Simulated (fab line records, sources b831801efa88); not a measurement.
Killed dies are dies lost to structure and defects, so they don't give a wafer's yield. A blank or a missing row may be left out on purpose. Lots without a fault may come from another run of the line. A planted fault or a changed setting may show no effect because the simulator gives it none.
Chamber matching | flow sfq_line | SFQ_TRILAYER_I6_CMP_CMP_166 on cmp-02: 4 sister chambers
The step polishes SiO2. 14 wafers are shown with their chamber, then 6 later ones without.

WAFERS WITH THEIR CHAMBER
wafer  | chamber | motor_current_A (A) | time_to_endpoint_s (s) | slurry_filter_dp_kPa (kPa)
L110.2 | 3       | 9.7                 | 200                    | 13.67
L110.4 | 0       | 10.7                | 211                    | 13.51
L110.6 | 2       | 9.5                 | 216                    | 13.77
L114.3 | 0       | 11.2                | 213                    | 13.31
L117.3 | 0       | 10.7                | 213                    | 13.29
L122.2 | 1       | 9.4                 | 212                    | 13.41
L122.3 | 0       | 10.7                | 215                    | 13.57
L122.6 | 2       | 9.2                 | 221                    | 13.67
L127.1 | 1       | 8.4                 | 220                    | 13.63
L127.5 | 0       | 10.9                | 226                    | 13.41
L127.6 | 1       | 8.6                 | 232                    | 13.72
L129.2 | 3       | 9.9                 | 214                    | 13.54
L129.3 | 0       | 11.6                | 212                    | 13.76
L129.5 | 3       | 9.5                 | 210                    | 13.43

SIGNATURES (means of the wafers above)
reading              | chamber 0 | chamber 1 | chamber 2 | chamber 3 | scatter within a chamber
motor_current_A      | 10.967    | 8.800     | 9.350     | 9.700     | 0.369
time_to_endpoint_s   | 215.00    | 221.33    | 218.50    | 208.00    | 6.88
slurry_filter_dp_kPa | 13.4750   | 13.5867   | 13.7200   | 13.5467   | 0.156
Rule: a wafer's distance from a chamber is the root of the sum, over the readings, of the square of ((its reading less the chamber's mean) divided by the reading's scatter). The wafer belongs to the nearest chamber; if the next one is less than 2 further off, it can't be placed. The scatter: the root of (the sum of the squares of (reading less its chamber's mean) over the shown wafers, divided by (wafers less chambers)).

WAFERS WITHOUT THEIR CHAMBER
wafer  | motor_current_A (A) | time_to_endpoint_s (s) | slurry_filter_dp_kPa (kPa)
L130.4 | 8.6                 | 221                    | 13.35
L130.2 | 10.5                | 211                    | 13.20
L130.5 | 8.9                 | 224                    | 13.34
L132.4 | 9.5                 | 229                    | 13.49
L132.1 | 10.8                | 209                    | 13.55
L132.5 | 10.1                | 229                    | 13.28

WHICH CHAMBER EACH WENT THROUGH
wafer  | from the rows above               | in truth
L130.4 | can't be placed: 1 or 2           | 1
L130.2 | can't be placed: 0 or 3           | 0
L130.5 | can't be placed: 1 or 2 or 3      | 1
L132.4 | can't be placed: 2 or 1 or 3      | 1
L132.1 | can't be placed: 0 or 3           | 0
L132.5 | can't be placed: 0 or 3 or 2 or 1 | 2
Placed correctly: 0 of 6. Can't be placed from these rows: 6 (the true chamber is among the candidates in 6). Placed wrongly: 0.
